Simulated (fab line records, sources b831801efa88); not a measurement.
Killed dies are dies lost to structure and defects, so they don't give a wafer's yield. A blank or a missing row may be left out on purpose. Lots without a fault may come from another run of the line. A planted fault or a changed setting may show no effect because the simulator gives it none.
A struck lot beside a sound one | flow sky130 | 31 steps out of a route of 708
Sound: wafers L847.1, L847.2, L847.5. Struck: wafers L852.2, L852.4, L852.6. The cause comes at the end.
At each step with rows: each side's tool, then ch and its chambers, then its first start. Under that, the readings that differ: sound wafers | struck wafers | difference of the means | sigmas: that difference in standard deviations of wafers without a fault.
alike: readings whose means differ by less than 2 such deviations, and words and numbers that are the same on both sides. not compared: withheld readings, readings that some wafer has no value for, bounds like >300 that may hide the same value, and numbers for which the record gives no deviation and whose values overlap.
The two part at a step that has a row with sigmas, a row that says differs or no value, or rows on one side only. Numbers that don't overlap but have no deviation are shown without sigmas and don't part them. A reading that every wafer of one side lacks parts them only if that side has two wafers or more.

SKY_LI_CONTACT_OVL_MEAS_13:
  sound on overlay-01, day 32 14:35; struck on overlay-02, day 33 21:51
  alike: LI_CONTACT_OVL
then, 1 step without rows for these wafers: SKY_LI_CONTACT_ETCH_14 (etches BARC in N2/H2, stops on SiO2, time 45.9 s, target depth 60 nm).
SKY_LI_CONTACT_ETCH_15: etches PSG in C4F8/O2/Ar, stops on Si, target depth 600 nm.
  sound on rie_diel-02 ch 0,3, day 32 14:40; struck on rie_diel-03 ch 0,1,3, day 33 21:55
  alike: oes_product_au
SKY_LI_CONTACT_STRIP_16: strips in O2/N2.
  sound on plasma_asher-02 ch 0,1, day 32 14:45; struck on plasma_asher-03 ch 0,1, day 33 22:01
  alike: drypump_motor_current_A, o2_flow_sccm, oes_product_au, strip_time_to_endpoint_s
  not compared: rf_hours_counter_h
then, 4 steps without rows for these wafers: SKY_LI_CONTACT_CLEAN_17 (cleans in NMP, time 600 s); SKY_LI_CONTACT_PRE_CLEAN_18 (time 5.6 s); SKY_LI_CONTACT_SPUTTER_19 (material Ti, target thk 20 nm, time 106.37 s); SKY_LI_CONTACT_SPUTTER_20 (material TiN, target thk 20 nm, time 80 s).
SKY_LI_CONTACT_CVD_21: deposits W, target thk 400 nm, time 120.56 s.
  sound on cvd_w-01 ch 0,1, day 32 15:11; struck on cvd_w-01 ch 0,1, day 33 22:28
  alike: chamber_pressure_Torr, heater_power_w
SKY_LI_CONTACT_RS_MEAS_22: measures by four-point-probe.
  sound on film_metro-04, day 32 15:19; struck on film_metro-04, day 33 22:36
  alike: LI_CONTACT_W_RS
SKY_LI_CONTACT_THK_MEAS_23: measures by xrf.
  sound on film_metro-04, day 32 15:26; struck on film_metro-04, day 33 22:43
  alike: LI_CONTACT_W_THK
SKY_LI_CONTACT_CMP_24: polishes, stops on PSG, t overpolish 20 s, target thk 0 nm.
  sound on cmp-02 ch 0,1,2, day 32 15:35; struck on cmp-02 ch 0,2,3, day 33 22:46
  alike: motor_current_A, overpolish_run_s, time_to_endpoint_s
SKY_LOCAL_INTERCONNECT_SPUTTER_00: material TiN, target thk 100 nm, time 83.3 s.
  sound on pvd_sputter-03, day 32 15:47; struck on pvd_sputter-03, day 33 23:04
  reading                                                | sound             | struck         | difference | sigmas
  throttle_valve_pct (%)                                 | 30.9 31.3 31.4    | 27.5 31.0 27.5 | -2.5       | -2
  model.TiN_of_LOCAL_INTERCONNECT_SPUTTER_00.thk_nm (nm) | 99.57 99.06 98.74 | 96.77 97 97.14 | -2.15      |
SKY_LOCAL_INTERCONNECT_RS_MEAS_01: measures by four-point-probe.
  sound on film_metro-03, day 32 15:51; struck on film_metro-03, day 33 23:08
  alike: LOCAL_INTERCONNECT_TIN_RS
SKY_LOCAL_INTERCONNECT_THK_MEAS_02: measures by xrf.
  sound on film_metro-03, day 32 15:58; struck on film_metro-03, day 33 23:15
  alike: LOCAL_INTERCONNECT_TIN_THK
then, 8 steps without rows for these wafers: SKY_LOCAL_INTERCONNECT_DEHYDRATE_03 (time 60 s); SKY_LOCAL_INTERCONNECT_HMDS_04 (prime time 60 s); SKY_LOCAL_INTERCONNECT_COAT_05 (resist thk 60 nm); SKY_LOCAL_INTERCONNECT_COAT_06 (resist thk 450 nm); SKY_LOCAL_INTERCONNECT_SOFTBAKE_07 (time 90 s); SKY_LOCAL_INTERCONNECT_EXPOSE_08 (exposes mask LI1M, target cd 170 nm); SKY_LOCAL_INTERCONNECT_PEB_09; SKY_LOCAL_INTERCONNECT_DEVELOP_10 (develop time 60 s).
SKY_LOCAL_INTERCONNECT_CD_MEAS_11: target cd 170 nm.
  sound on cd_sem-02, day 33 18:25; struck on cd_sem-01, day 35 01:50
  alike: cd_nm
SKY_LOCAL_INTERCONNECT_OVL_MEAS_12:
  sound on overlay-01, day 33 18:32; struck on overlay-01, day 35 01:56
  reading                     | sound   | struck  | difference | sigmas
  LOCAL_INTERCONNECT_OVL (nm) | 11 5 15 | -8 5 -5 | -13        | -2
SKY_LOCAL_INTERCONNECT_ETCH_13: etches BARC in N2/H2, stops on SiO2, time 45.9 s, target depth 60 nm.
  sound on rie_metal-04 ch 0,1, day 33 18:35; struck on rie_metal-02 ch 0,1, day 35 01:58
  reading                     | sound       | struck      | difference | sigmas
  drypump_motor_current_A (A) | 5.2 5.6 5.6 | 6.7 6.7 6.2 | +1.1       | +2
  alike: oes_product_au, throttle_valve_pct
  not compared: rf_hours_counter_h
SKY_LOCAL_INTERCONNECT_METAL_ETCH_14: etches TiN in Cl2/BCl3, stops on PSG, target depth 110 nm, time 31.4 s.
  sound on rie_metal-04 ch 0,1, day 33 18:38; struck on rie_metal-02 ch 0,1, day 35 02:02
  reading                                        | sound             | struck         | difference | sigmas
  drypump_motor_current_A (A)                    | 5.2 5.6 5.6       | 6.7 6.7 6.2    | +1.1       | +2
  model.LOCAL_INTERCONNECT.feature_depth_nm (nm) | 99.57 99.06 98.74 | 96.77 97 97.14 | -2.15      |
  model.etch.depth_nm (nm)                       | 99.57 99.06 98.74 | 96.77 97 97.14 | -2.15      |
  alike: oes_product_au, throttle_valve_pct
  not compared: rf_hours_counter_h
then, 1 step without rows for these wafers: SKY_LOCAL_INTERCONNECT_STRIP_15 (strips in O2/N2).
SKY_LOCAL_INTERCONNECT_STRIP_16: strips in post etch residue remover, time 1200 s.
  sound on wet_bench-03 ch 2, day 33 18:47; struck on wet_bench-01 ch 1, day 35 02:11
  reading                                                | sound             | struck            | difference | sigmas
  model.TiN_of_LOCAL_INTERCONNECT_SPUTTER_00.thk_nm (nm) | 99.16 98.65 98.32 | 96.35 96.59 96.72 | -2.16      |
then, 1 step without rows for these wafers: SKY_LOCAL_INTERCONNECT_CLEAN_17 (cleans in IPA, time 180 s).
-- the record jumps here: 14 days lie between the struck wafers' starts before and after (it left off in module LOCAL_INTERCONNECT and takes up again in module PAD_OPEN, whose first step shown is number 708 of the route) --
SKY_PAD_OPEN_PROBE_99:
  sound on prober-02, day 48 08:14; struck on prober-02, day 49 06:05
  reading                        | sound             | struck            | difference | sigmas
  model.etest.res_li.line_ohm_um | 75.62 74.95 74.92 | 77.9 77.75 78.77  | +3.0       |
  model.etest.res_li.rs_ohm_sq   | 12.84 12.92 13.08 | 13.26 13.22 13.21 | +0.28      |
  alike: killed_at_M0_to_M3, killed_at_M4_up, killed_at_contacts, killed_at_front_end, killed_at_other, killed_dies, killed_open, killed_short

WHERE THEY PART
First at SKY_LOCAL_INTERCONNECT_SPUTTER_00; last, within this record, at SKY_LOCAL_INTERCONNECT_METAL_ETCH_14. Later steps at which nothing parts them and some readings are alike: SKY_PAD_OPEN_PROBE_99.

WHY: what the simulator had put in
Process parameter drift: pvd_sputter-03, from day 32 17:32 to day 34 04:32, at SKY_LOCAL_INTERCONNECT_SPUTTER_00. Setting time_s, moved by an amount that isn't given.
